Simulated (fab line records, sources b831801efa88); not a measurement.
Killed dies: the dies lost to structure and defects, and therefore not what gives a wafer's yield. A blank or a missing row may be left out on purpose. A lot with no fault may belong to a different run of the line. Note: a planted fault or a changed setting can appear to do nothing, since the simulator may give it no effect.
Chamber matching -- flow gf180mcu -- GF_CONTACT_CMP_27 on cmp-02: 4 sister chambers
The step polishes, stops on SiO2, t overpolish 15 s, target thk 0 nm. 4 wafers are shown with their chamber, then 7 later ones without.

WAFERS PAIRED WITH THEIR CHAMBERS
wafer,chamber,motor-current-A (A)
L633.3,2,12.6
L633.6,3,13.6
L648.1,0,14.2
L648.3,1,12.3

WAFERS WITH NO CHAMBER GIVEN
wafer,motor-current-A (A)
L648.6,11.8
L650.2,12.9
L650.4,12.0
L650.5,11.6
L651.3,12.3
L651.4,13.8
L651.6,13.0

THE CHAMBER EACH PASSED THROUGH
wafer,from the rows above,in truth
L648.6,can't be placed: 1 or 2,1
L650.2,can't be placed: 2 or 1 or 3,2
L650.4,can't be placed: 1 or 2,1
L650.5,can't be placed: 1 or 2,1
L651.3,can't be placed: 1 or 2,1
L651.4,can't be placed: 3 or 0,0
L651.6,can't be placed: 2 or 3 or 1 or 0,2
0 of 7 placed correctly. These rows do not allow placing 7 (true chamber among the candidates in 7). 0 placed wrongly.
How it was worked out, from the rows above alone: a wafer's distance from a chamber is the root of the sum, over the readings, of the square of ((its reading less the chamber's mean) divided by the reading's scatter). If the next closest chamber is less than 2 further off than the closest, the wafer can't be placed; otherwise it belongs to the closest. The mean given for a chamber averages the wafers shown for that chamber. The scatter: root of mean squared gap, hidden wafer to nearest shown wafer, with one shown wafer a chamber.
